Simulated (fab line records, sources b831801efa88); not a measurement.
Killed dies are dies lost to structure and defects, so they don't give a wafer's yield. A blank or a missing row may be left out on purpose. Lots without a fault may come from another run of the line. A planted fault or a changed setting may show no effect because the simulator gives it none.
fab line records | flow sky130 | part 1 of 2: steps 1 to 22 of 32
record lots=5 wafers=15 last_day=49
route steps=708 shown FIELD_ISO@8 NWELL@32 DNWELL@35
lots that met no fault: from a run of the same line without faults
start_h: hours from the record's first day to the start of the lot's first wafer shown | wait_h: hours since the lot's step before | " the same as in the row above | L1.1+2: a row that stands for several wafers | - no value, or no start given | * or withheld: withheld | < > ~ a bound
route shown NAME@n: a module of which the file shows steps, and the number in the route of the first | usual: mean/standard deviation of fault-free wafers | same: alike in all rows | chamber/n: place in a boat | sites: the reading at each site | _std_site: their standard deviation | _edge_site: outer sites' mean less inner sites' | radius_mm: how far each site lies from the wafer's centre | mask NAME#n: copy n | behind: the tool/chamber that last shaped the wafer | hold: why the lot was held/for how many hours/how that ended | device: the transistor (n, p or np) that didn't switch | end of line: the same wafers' tests at the end of the route | a step without rows: its recipe alone | killed: dies lost to structure and defects at the first sort, not the wafer's yield | map: a wafer's dies, x killed, . not, _ none there
set.NAME: the setting as run; set.NAME@STEP: as run at that earlier step | model.NAME: the simulator's own value behind a step, which no gauge read
lots at some steps of the route; a table a step, a row a wafer
services: from which hour (start_h, from the record's first day; less than 0 if before it) a tool's chamber was out of use, for how many hours, and why
## steps
# step SKY_FIELD_ISO_COAT_07
# recipe resist=BARC temp_c=withheld time_s=withheld spin_rpm=3000 resist_thk_nm=60
# usual exhaust_pa=45.0/0.89 resist_line_temp_C=*
# columns lot.wafer tool chamber start_h wait_h exhaust_pa resist_line_temp_C
L083.2 litho_track-04 0 67.29 0.1 47.0 *
L083.3 " 0 " " 45.2 *
L083.5 " 0 " " 46.2 *
L085.1 litho_track-01 0 77.74 0.1 44.1 *
L085.5 " 0 " " 43.1 *
L085.6 " 0 " " 42.5 *
L088.1 litho_track-01 0 92.74 0.1 44.8 *
L088.2 " 0 " " 44.0 *
L088.4 " 0 " " 44.9 *
L090.1 litho_track-02 0 105.83 0.1 43.7 *
L090.3 " 0 " " 43.6 *
L090.4 " 0 " " 44.8 *
L091.2 litho_track-01 0 108.07 0.1 45.1 *
L091.3 " 0 " " 45.2 *
L091.6 " 0 " " 46.2 *
# step SKY_FIELD_ISO_COAT_08
# recipe resist=KrF-thick spin_rpm=3000 resist_thk_nm=450
# usual exhaust_pa=45.1/0.88 resist_line_temp_C=22.98/0.1
# columns lot.wafer tool chamber start_h wait_h exhaust_pa resist_line_temp_C
L083.2 litho_track-04 0 - - 43.4 22.96
L083.3 " 0 " " 45.3 22.88
L083.5 " 0 " " 44.3 22.98
L085.1 litho_track-01 0 - - 44.4 22.88
L085.5 " 0 " " 44.0 22.91
L085.6 " 0 " " 45.7 23.00
L088.1 litho_track-01 0 - - 44.3 23.00
L088.2 " 0 " " 44.9 23.00
L088.4 " 0 " " 44.6 23.06
L090.1 litho_track-02 0 - - 46.6 22.90
L090.3 " 0 " " 46.6 22.95
L090.4 " 0 " " 46.2 22.82
L091.2 litho_track-01 0 - - 45.2 22.97
L091.3 " 0 " " 45.2 22.90
L091.6 " 0 " " 44.7 22.80
# step SKY_FIELD_ISO_SOFTBAKE_09
# recipe temp_c=100 time_s=90 resist=KrF-thick
# usual exhaust_pa=44.8/0.97 resist_line_temp_C=23.00/0.1
# columns lot.wafer tool chamber start_h wait_h exhaust_pa resist_line_temp_C
L083.2 litho_track-04 0 - - 44.8 22.88
L083.3 " 0 " " 45.3 23.14
L083.5 " 0 " " 45.2 23.18
L085.1 litho_track-01 0 - - 43.3 23.07
L085.5 " 0 " " 42.6 22.87
L085.6 " 0 " " 43.2 22.78
L088.1 litho_track-01 0 - - 45.2 23.12
L088.2 " 0 " " 44.7 22.95
L088.4 " 0 " " 46.3 23.04
L090.1 litho_track-02 0 - - 44.3 22.79
L090.3 " 0 " " 45.2 23.02
L090.4 " 0 " " 44.3 22.87
L091.2 litho_track-01 0 - - 46.4 23.20
L091.3 " 0 " " 44.7 23.06
L091.6 " 0 " " 45.0 23.06
# step SKY_FIELD_ISO_EXPOSE_10
# recipe mask_id=FOM na=0.68 source_shape=annular sigma_inner=0.4 sigma_outer=0.8 target_cd_nm=150 dose_mj=28
# usual focus_offset_nm=0.2/0.57
# columns lot.wafer tool chamber start_h wait_h mask focus_offset_nm
L083.2 krf_scanner-01 0 - - FOM#0 1.1
L083.3 " 0 " " FOM#0 0.1
L083.5 " 0 " " FOM#0 -0.4
L085.1 krf_scanner-02 0 - - FOM#0 -0.2
L085.5 " 0 " " FOM#0 0.4
L085.6 " 0 " " FOM#0 0.0
L088.1 krf_scanner-01 0 - - FOM#0 0.1
L088.2 " 0 " " FOM#0 0.1
L088.4 " 0 " " FOM#0 -0.6
L090.1 krf_scanner-01 0 - - FOM#0 0.8
L090.3 " 0 " " FOM#0 -0.4
L090.4 " 0 " " FOM#0 0.2
L091.2 krf_scanner-01 0 - - FOM#0 0.2
L091.3 " 0 " " FOM#0 -0.1
L091.6 " 0 " " FOM#0 0.1
# step SKY_FIELD_ISO_PEB_11
# recipe peb_temp_c=withheld peb_time_s=withheld resist=KrF-thick
# usual exhaust_pa=44.9/0.83 resist_line_temp_C=*
# columns lot.wafer tool chamber start_h wait_h exhaust_pa resist_line_temp_C
L083.2 litho_track-01 0 - - 46.2 *
L083.3 " 0 " " 45.6 *
L083.5 " 0 " " 45.9 *
L085.1 litho_track-01 0 - - 44.8 *
L085.5 " 0 " " 43.8 *
L085.6 " 0 " " 44.9 *
L088.1 litho_track-04 0 - - 44.7 *
L088.2 " 0 " " 44.6 *
L088.4 " 0 " " 43.6 *
L090.1 litho_track-02 0 - - 45.1 *
L090.3 " 0 " " 45.1 *
L090.4 " 0 " " 45.0 *
L091.2 litho_track-02 0 - - 45.3 *
L091.3 " 0 " " 44.7 *
L091.6 " 0 " " 43.7 *
# step SKY_FIELD_ISO_DEVELOP_12
# recipe develop_time_s=60 resist=KrF-thick dev_temp_c=21
# usual exhaust_pa=45.1/0.87 resist_line_temp_C=22.97/0.11
# columns lot.wafer tool chamber start_h wait_h exhaust_pa resist_line_temp_C
L083.2 litho_track-01 0 - - 45.1 23.17
L083.3 " 0 " " 45.1 23.00
L083.5 " 0 " " 44.6 22.91
L085.1 litho_track-01 0 - - 45.0 22.93
L085.5 " 0 " " 43.9 23.02
L085.6 " 0 " " 44.3 22.95
L088.1 litho_track-04 0 - - 45.5 23.00
L088.2 " 0 " " 44.5 22.89
L088.4 " 0 " " 44.5 23.00
L090.1 litho_track-02 0 - - 45.0 22.89
L090.3 " 0 " " 44.9 22.86
L090.4 " 0 " " 46.2 22.71
L091.2 litho_track-02 0 - - 45.5 22.98
L091.3 " 0 " " 45.4 22.94
L091.6 " 0 " " 45.6 22.91
# step SKY_FIELD_ISO_CD_MEAS_13
# recipe target_cd_nm=150
# usual cd_nm=150.5/1.7
# columns lot.wafer tool chamber start_h wait_h cd_nm
L083.2 cd_sem-02 - 75.91 - 148.5
L083.3 " - " " 148.1
L083.5 " - " " 148.1
L085.1 cd_sem-01 - 85.89 - 153.2
L085.5 " - " " 154.1
L085.6 " - " " 153.9
L088.1 cd_sem-01 - 101.06 - 150.4
L088.2 " - " " 149.1
L088.4 " - " " 149.3
L090.1 cd_sem-02 - 115.78 - 151.0
L090.3 " - " " 149.4
L090.4 " - " " 150.7
L091.2 cd_sem-01 - 117.70 - 152.5
L091.3 " - " " 150.5
L091.6 " - " " 151.6
# step SKY_FIELD_ISO_ETCH_14
# recipe chemistry=N2/H2 target=BARC ion_energy_ev=200 source_w=500 bias_w=100 pressure_mtorr=30 n2_flow_sccm=100 h2_flow_sccm=200 stop_on=SiO2 time_s=45.9 target_depth_a=600
# usual drypump_motor_current_A=5.7/0.41 oes_product_au=0.854/0.0049 rf_fwd_power_W=494.8/2 throttle_valve_pct=13.225/0.0089
# columns lot.wafer tool chamber start_h wait_h drypump_motor_current_A oes_product_au rf_fwd_power_W rf_hours_counter_h throttle_valve_pct
L083.2 rie_diel-03 0 76.01 0.1 6.2 0.863 495.1 29 13.249
L083.3 " 1 " " 5.6 0.849 497.5 50 13.216
L083.5 " 3 " " 5.4 0.863 494.6 - 13.227
L085.1 rie_diel-04 2 86.01 0.1 5.2 0.861 494.9 3 13.214
L085.5 " 3 " " 5.3 0.858 490.6 - 13.225
L085.6 " 0 " " 6.0 0.848 493.9 - 13.228
L088.1 rie_diel-03 3 101.18 0.1 5.4 0.857 496.1 67 13.221
L088.2 " 2 " " 6.0 0.860 495.5 38 13.235
L088.4 " 2 " " 6.0 0.866 496.8 - 13.220
L090.1 rie_diel-04 3 115.90 0.1 5.3 0.845 492.9 103 13.220
L090.3 " 1 " " 4.9 0.852 495.1 134 13.225
L090.4 " 2 " " 5.2 0.864 495.9 4 13.232
L091.2 rie_diel-03 0 117.80 0.1 6.2 0.862 496.6 29 13.221
L091.3 " 1 " " 5.6 0.853 497.7 50 13.219
L091.6 " 0 " " 6.2 0.858 499.1 - 13.230
# step SKY_FIELD_ISO_ETCH_15
# recipe chemistry=CHF3/O2 target_depth_nm=180 stop_on=Si source_w=600 bias_w=200 pressure_mtorr=40 chf3_flow_sccm=50 O2_flow_sccm=5 time_s=72
# usual drypump_motor_current_A=5.7/0.41 oes_product_au=0.945/0.0066 rf_fwd_power_W=595.5/2.4 throttle_valve_pct=8.844/0.0092
# columns lot.wafer tool chamber start_h wait_h drypump_motor_current_A oes_product_au rf_fwd_power_W rf_hours_counter_h throttle_valve_pct
L083.2 rie_diel-03 0 76.05 0.0 6.2 0.954 595.7 29 8.839
L083.3 " 1 " " 5.6 0.960 592.3 50 8.847
L083.5 " 3 " " 5.4 0.948 595.1 - 8.845
L085.1 rie_diel-04 2 86.05 0.0 5.2 0.942 595.2 3 8.840
L085.5 " 3 " " 5.3 0.942 593.3 - 8.836
L085.6 " 0 " " 6.0 0.937 587.4 - 8.837
L088.1 rie_diel-03 3 101.22 0.0 5.4 0.945 594.3 67 8.839
L088.2 " 2 " " 6.0 0.949 597.5 38 8.839
L088.4 " 2 " " 6.0 0.938 599.2 - 8.854
L090.1 rie_diel-04 3 115.94 0.0 5.3 0.945 592.7 103 8.854
L090.3 " 1 " " 4.9 0.948 594.4 134 8.841
L090.4 " 2 " " 5.2 0.955 592.7 4 8.845
L091.2 rie_diel-03 0 117.84 0.0 6.2 0.952 598.1 29 8.849
L091.3 " 1 " " 5.6 0.951 594.8 50 8.850
L091.6 " 0 " " 6.2 0.949 597.9 - 8.856
# step SKY_FIELD_ISO_STRIP_16
# recipe chemistry=O2/N2 power_w=1400 pressure_mtorr=1500 platen_temp_c=withheld o2_flow_sccm=3000 n2_flow_sccm=300 overash_fraction=0.5
# usual drypump_motor_current_A=5.6/0.74 oes_product_au=0.378/0.0047 strip_time_to_endpoint_s=3.54/0.034
# columns lot.wafer tool chamber start_h wait_h drypump_motor_current_A oes_product_au rf_hours_counter_h strip_time_to_endpoint_s
L083.2 plasma_asher-02 0 76.11 0.0 4.8 0.374 26 3.51
L083.3 " 0 " " 4.8 0.382 - 3.51
L083.5 " 0 " " 4.8 0.379 - 3.51
L085.1 plasma_asher-01 0 86.11 0.0 5.9 0.384 41 3.60
L085.5 " 1 " " 6.6 0.377 - 3.55
L085.6 " 0 " " 5.9 0.385 - 3.55
L088.1 plasma_asher-01 0 101.28 0.0 5.9 0.370 43 3.56
L088.2 " 1 " " 6.7 0.387 43 3.56
L088.4 " 1 " " 6.7 0.378 - 3.56
L090.1 plasma_asher-01 1 116.00 0.0 6.6 0.379 44 3.53
L090.3 " 0 " " 5.9 0.376 - 3.51
L090.4 " 1 " " 6.6 0.374 - 3.53
L091.2 plasma_asher-01 1 117.90 0.0 6.7 0.379 44 3.50
L091.3 " 0 " " 5.9 0.376 - 3.50
L091.6 " 0 " " 5.9 0.386 - 3.54
# step SKY_FIELD_ISO_ETCH_17
# recipe target_depth_a=3420 mask_material=Si3N4 chemistry=HBr/Cl2/O2 target=Si taper_deg=5 icp_w=600 bias_w=150 pressure_mtorr=15 HBr_flow_sccm=150 Cl2_flow_sccm=40 O2_flow_sccm=6 time_s=97.7
# usual drypump_motor_current_A=5.7/0.47 mfc_cl2_sccm=40.00/0.12 oes_product_au=1.000/0.0094 rf_fwd_power_W=596.7/2.1 throttle_valve_pct=25.657/0.011
# columns lot.wafer tool chamber start_h wait_h drypump_motor_current_A mfc_cl2_sccm oes_product_au rf_fwd_power_W rf_hours_counter_h throttle_valve_pct
L083.2 rie_si-02 1 76.21 0.1 5.6 39.90 0.997 592.2 31 25.658
L083.3 " 3 " " 5.3 39.85 0.998 596.8 9 25.663
L083.5 " 0 " " 5.7 39.90 1.014 597.2 - 25.642
L085.1 rie_si-01 1 86.21 0.1 6.6 40.13 0.984 599.7 10 25.652
L085.5 " 0 " " 6.3 39.99 0.995 595.4 - 25.678
L085.6 " 3 " " 5.4 39.74 1.010 601.2 - 25.670
L088.1 rie_si-02 0 101.38 0.1 5.6 39.78 0.986 593.6 122 25.652
L088.2 " 1 " " 5.6 40.29 1.011 591.8 32 25.661
L088.4 " 2 " " 6.0 40.08 1.011 593.6 50 25.636
L090.1 rie_si-02 2 116.10 0.1 6.0 40.13 1.014 594.6 50 25.645
L090.3 " 1 " " 5.5 40.01 1.002 594.9 32 25.662
L090.4 " 0 " " 5.7 40.12 1.004 600.6 122 25.644
L091.2 rie_si-01 3 118.00 0.1 5.4 39.97 1.002 596.2 0 25.636
L091.3 " 1 " " 6.6 40.02 1.002 597.9 11 25.652
L091.6 " 0 " " 6.3 40.03 1.006 596.6 - 25.641
# step SKY_FIELD_ISO_WET_ETCH_18
# recipe chemistry=H3PO4 target_depth_nm=25 temp_c=160 target=Si3N4 time_s=286
# columns lot.wafer tool chamber start_h wait_h
L083.2+3+5 wet_bench-01 0 76.28 0.0
L085.1+5+6 wet_bench-04 2 86.28 0.0
L088.1+2+4 wet_bench-04 3 101.45 0.0
L090.1+3+4 wet_bench-02 0 116.17 0.0
L091.2+3+6 wet_bench-02 2 118.07 0.0
# step SKY_FIELD_ISO_CLEAN_19
# recipe chemistry=SC1/SC2 mix=1:4:20 temp_c=70 time_s=150
# columns lot.wafer tool chamber start_h wait_h
L083.2+3+5 wet_bench-02 0 76.38 0.0
L085.1+5+6 wet_bench-02 2 86.37 0.0
L088.1+2+4 wet_bench-01 2 101.54 0.0
L090.1+3+4 wet_bench-01 1 116.26 0.0
L091.2+3+6 wet_bench-01 1 118.16 0.0
# step SKY_FIELD_ISO_CLEAN_20
# recipe chemistry=dHF time_s=20 dilution=100:1
# columns lot.wafer tool chamber start_h wait_h
L083.2+3+5 wet_bench-01 1 76.44 0.0
L085.1+5+6 wet_bench-04 1 86.43 0.0
L088.1+2+4 wet_bench-04 1 101.59 0.0
L090.1+3+4 wet_bench-04 2 116.31 0.0
L091.2+3+6 wet_bench-04 1 118.21 0.0
# step SKY_FIELD_ISO_WET_ETCH_21
# recipe chemistry=dHF dilution=100:1 target_depth_nm=20 dry=ipa_marangoni target=SiO2 temp_c=25 time_s=400
# columns lot.wafer tool chamber start_h wait_h
L083.2+3+5 wet_bench-04 2 76.45 0.0
L085.1+5+6 wet_bench-02 0 86.44 0.0
L088.1+2+4 wet_bench-01 2 101.61 0.0
L090.1+3+4 wet_bench-02 2 116.34 0.0
L091.2+3+6 wet_bench-02 3 118.24 0.0
# step SKY_FIELD_ISO_OXIDATION_22
# recipe temp_c=950 ambient=O2 stabilise_s=600 purge_s=300 target_thk_a=100 ox_time_s=623
# usual spike_tc_centre_C=949.6/2.2 tube_center_temp_C=950/0.091 zone_power_bottom_pct=31.0/2.1
# same purge_s=300
# columns lot.wafer tool chamber start_h wait_h spike_tc_centre_C tube_center_temp_C zone_power_bottom_pct
L083.2 furnace-01 0 77.64 1.1 945.8 950.01 33.5
L083.3 " 0 " " 946.2 950.11 33.8
L083.5 " 0 " " 948.8 950.05 33.6
L085.1 furnace-02 0 86.63 0.0 951.6 949.97 29.4
L085.5 " 0 " " 951.7 949.9 29.2
L085.6 " 0 " " 950.1 950.17 29.1
L088.1 furnace-02 0 102.45 0.7 952.2 950.15 29.2
L088.2 " 0 " " 952.2 949.98 29.0
L088.4 " 0 " " 952.5 950.01 29.3
L090.1 furnace-02 0 116.46 0.0 952.2 950.01 29.4
L090.3 " 0 " " 952.9 949.96 29.0
L090.4 " 0 " " 951.2 949.94 29.0
L091.2 furnace-02 0 119.00 0.6 951.8 949.99 28.7
L091.3 " 0 " " 951.8 950.08 29.3
L091.6 " 0 " " 951.3 950.1 29.2
# step SKY_FIELD_ISO_THK_MEAS_23
# recipe reads=SiO2_of_FIELD_ISO_OXIDATION_22
# usual FIELD_ISO_OXIDATION_01_THK=10.04/0.22
# columns lot.wafer tool chamber start_h wait_h FIELD_ISO_OXIDATION_01_THK[nm]
L083.2 film_metro-03 - 78.82 0.0 9.85
L083.3 " - " " 9.84
L083.5 " - " " 9.90
L085.1 film_metro-02 - 87.81 0.0 9.71
L085.5 " - " " 9.55
L085.6 " - " " 9.66
L088.1 film_metro-03 - 103.63 0.0 10.11
L088.2 " - " " 9.90
L088.4 " - " " 9.76
L090.1 film_metro-02 - 117.63 0.0 10.46
L090.3 " - " " 10.58
L090.4 " - " " 10.45
L091.2 film_metro-01 - 120.18 0.0 10.00
L091.3 " - " " 9.96
L091.6 " - " " 9.89
# step SKY_FIELD_ISO_CVD_24
# recipe material=SiO2 target_thk_nm=595 temp_c=650 sigma_open_frac=0.3 time_s=99.2 sih4_flow_sccm=60 pressure_mtorr=6
# usual susceptor_temp_C=649.98/0.29
# columns lot.wafer tool chamber start_h wait_h susceptor_temp_C
L083.2 hdpcvd-01 2 78.87 0.0 649.50
L083.3 " 0 " " 650.30
L083.5 " 0 " " 650.33
L085.1 hdpcvd-02 1 87.86 0.1 650.17
L085.5 " 2 " " 650.19
L085.6 " 1 " " 650.63
L088.1 hdpcvd-01 1 103.69 0.1 650.19
L088.2 " 2 " " 649.90
L088.4 " 1 " " 649.95
L090.1 hdpcvd-01 1 117.69 0.1 649.90
L090.3 " 2 " " 649.91
L090.4 " 1 " " 649.90
L091.2 hdpcvd-01 2 120.23 0.0 649.49
L091.3 " 0 " " 649.75
L091.6 " 0 " " 649.98
# step SKY_FIELD_ISO_THK_MEAS_25
# recipe reads=SiO2_of_FIELD_ISO_CVD_24
# usual FIELD_ISO_CVD_24_THK=597/8.1
# columns lot.wafer tool chamber start_h wait_h FIELD_ISO_CVD_24_THK[nm]
L083.2 film_metro-02 - 78.95 0.0 606
L083.3 " - " " 593
L083.5 " - " " 595
L085.1 film_metro-01 - 87.94 0.0 590
L085.5 " - " " 604
L085.6 " - " " 590
L088.1 film_metro-01 - 103.76 0.0 587
L088.2 " - " " 600
L088.4 " - " " 593
L090.1 film_metro-01 - 117.76 0.0 585
L090.3 " - " " 588
L090.4 " - " " 582
L091.2 film_metro-03 - 120.31 0.0 594
L091.3 " - " " 583
L091.6 " - " " 586
# step SKY_FIELD_ISO_ANNEAL_26
# recipe temp_c=1000 time_s=1800 ambient=N2
# usual spike_tc_centre_C=999.5/2.2 tube_center_temp_C=999.99/0.084 zone_power_bottom_pct=34.7/2.3
# columns lot.wafer tool chamber start_h wait_h spike_tc_centre_C tube_center_temp_C zone_power_bottom_pct
L083.2 furnace-01 0 80.06 1.1 997.8 1000.1 37.0
L083.3 " 0 " " 998.4 999.97 36.9
L083.5 " 0 " " 998.0 1000 37.1
L085.1 furnace-02 0 88.00 0.1 1002.2 999.98 32.8
L085.5 " 0 " " 999.6 1000.1 32.0
L085.6 " 0 " " 1001.2 1000.1 32.1
L088.1 furnace-02 0 103.82 0.1 1001.6 999.77 32.6
L088.2 " 0 " " 1002.3 1000.2 32.2
L088.4 " 0 " " 1001.2 1000 32.5
L090.1 furnace-01 0 118.90 1.1 998.2 999.99 36.7
L090.3 " 0 " " 998.1 1000 37.7
L090.4 " 0 " " 996.3 1000.2 37.1
L091.2 furnace-01 0 120.40 0.1 998.5 1000 36.6
L091.3 " 0 " " 996.9 999.97 36.7
L091.6 " 0 " " 997.4 999.97 36.7
# step SKY_FIELD_ISO_CMP_27
# recipe stop_on=Si3N4 t_overpolish_s=16 down_force_psi=4 platen_rpm=60 target_thk_nm=457.8 pad_velocity_m_s=0.94248
# usual motor_current_A=11.7/1.3 overpolish_run_s=15.999/0.0086 slurry_filter_dp_kPa=13.48/0.14 time_to_endpoint_s=113/6.1
# columns lot.wafer tool chamber start_h wait_h motor_current_A overpolish_run_s slurry_filter_dp_kPa time_to_endpoint_s
L083.3 cmp-02 2 81.66 0.1 13.6 15.990 13.68 118
L083.2 " 3 " " 12.6 15.991 13.65 111
L083.5 " 0 " " 9.1 15.999 13.47 117
L085.1 cmp-01 3 89.50 0.0 10.9 16.010 13.66 108
L085.5 " 3 " " 11.0 16.001 13.58 108
L085.6 " 0 " " 10.5 16.009 13.22 106
L088.4 cmp-01 0 105.37 0.1 10.8 16.005 13.47 106
L088.1 " 1 " " 11.9 15.995 13.63 100
L088.2 " 2 " " 12.5 16.001 13.54 112
L090.3 cmp-01 0 120.40 0.0 11.3 15.986 13.63 109
L090.1 " 2 " " 12.3 15.990 13.39 114
L090.4 " 3 " " 10.7 16.010 13.52 111
L091.3 cmp-02 0 121.90 0.0 9.4 16.000 13.39 116
L091.2 " 3 " " 12.5 15.999 13.56 107
L091.6 " 0 " " 9.9 15.988 13.25 114
# step SKY_FIELD_ISO_WET_ETCH_28
# recipe chemistry=dHF target_depth_nm=23.7 target=SiO2 dilution=10:1 temp_c=25 time_s=47
# columns lot.wafer tool chamber start_h wait_h
L083.2+3+5 wet_bench-04 2 81.86 0.1
L085.1+5+6 wet_bench-02 0 89.80 0.2
L088.1+2+4 wet_bench-02 2 105.62 0.1
L090.1+3+4 wet_bench-01 1 120.70 0.1
L091.2+3+6 wet_bench-04 1 122.20 0.1
